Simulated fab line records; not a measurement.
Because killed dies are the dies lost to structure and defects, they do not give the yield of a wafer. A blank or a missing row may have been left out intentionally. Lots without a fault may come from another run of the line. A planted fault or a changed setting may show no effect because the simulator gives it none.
2 desks looking at one fault / flow gf180mcu / each desk holds nothing but its own numbers, with what lay behind them at the end

== TOOL OWNER'S DESK, rieDiel-02 ==
The tool's own readings at GF_HV_LDD_ETCHBACK_58 (etches Si3N4 in CH3F/O2, stops on SiO2, time 100 s, target depth 90 nm): means of the sampled wafers that have a number, for each lot that ran on this tool. A lot is out of limits, marked OUT, if its mean lies more than 4 standard deviations from the usual mean; the brackets give that distance.
Columns: A = drypumpMotorCurrentA at GF_HV_LDD_ETCHBACK_58, usual 5.6 A; B = oesProductAu at GF_HV_LDD_ETCHBACK_58, usual 0.842 a.u.; C = runLengthS at GF_HV_LDD_ETCHBACK_58, usual 128.2 s; D = throttleValvePct at GF_HV_LDD_ETCHBACK_58, usual 10.561 %
lot=L135; first seen here=day 13 18:09; A=5.9; B=0.833; C=127.5; D=10.561
lot=L142; first seen here=day 15 21:38; A=5.7; B=0.909 (+10) OUT; C=122.5 (-12) OUT; D=10.569
lot=L146; first seen here=day 17 02:21; A=5.7; B=0.899 (+8.6) OUT; C=121.7 (-14) OUT; D=10.573
lot=L154; first seen here=day 19 16:55; A=5.9; B=0.848; C=127.5; D=10.559
lot=L155; first seen here=day 20 06:12; A=5.8; B=0.837; C=127.8; D=10.556
This desk's finding: out of limits on L142, L146; first on L142, day 15 21:38 (oesProductAu at GF_HV_LDD_ETCHBACK_58). L135, L154, L155: within limits.

== METROLOGY DESK ==
Means of the sampled wafers that have a number, per lot and without regard to the tool the lot ran on: this is what the gauges read. A lot is out of limits, marked OUT, if its mean lies more than 4 standard deviations from the usual mean; the brackets give that distance. 7 of its 12 readings are shown, namely those furthest out on some lot.
Columns: A = cdNm at GF_HV_LDD_CD_MEAS_46, usual 399.3 nm; B = HV_LDD_CVD_54_THK at GF_HV_LDD_THK_MEAS_55, usual 9.97 nm; C = HV_LDD_CVD_56_THK at GF_HV_LDD_THK_MEAS_57, usual 89.7 nm; D = NSD_OVL at GF_NSD_OVL_MEAS_08, usual 0.5 nm; E = NSD_TW at GF_NSD_TW_MEAS_12, usual 4240; F = cdNm at GF_PSD_CD_MEAS_07, usual 400.2 nm; G = PSD_TW at GF_PSD_TW_MEAS_11, usual 3178
lot=L135; first seen here=day 13 14:53; A=398.4; B=10.04; C=88.4; D=1.7; E=4298; F=398.6; G=3176
lot=L140; first seen here=day 15 03:20; A=398.2; B=10.17; C=88.9; D=2.0; E=4241; F=399.0; G=3179
lot=L142; first seen here=day 15 17:52; A=400.0; B=9.63; C=91.2; D=2.3; E=4245; F=397.2; G=3233
lot=L146; first seen here=day 16 23:05; A=399.7; B=10.16; C=89.4; D=-2.5; E=4276; F=403.7; G=3223
lot=L154; first seen here=day 19 13:38; A=396.6; B=9.79; C=90.7; D=1.3; E=4162; F=398.4; G=3217
lot=L155; first seen here=day 20 02:44; A=404.5; B=9.92; C=89.2; D=-1.5; E=4184; F=398.5; G=3118
This desk's verdict: no lot among the 6 shows anything out of limits.

== ALL TOGETHER ==
An alarm could have come from the tool owner's desk at day 15 21:38, on L142, L146.
Metrology desk: nothing out of limits seen.
The metrology desk has L142, L146 on record, within its limits.
All the named lots went through GF_HV_LDD_ETCHBACK_58 on rieDiel-02.

== WHAT THE SIMULATOR HAD PUT IN ==
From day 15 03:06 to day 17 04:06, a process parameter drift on rieDiel-02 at GF_HV_LDD_ETCHBACK_58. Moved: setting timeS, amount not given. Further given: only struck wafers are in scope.
Shown lots that were struck: L142, L146.
Hours from the fault's start to each desk's first reading out of limits: the tool owner's desk, 19.
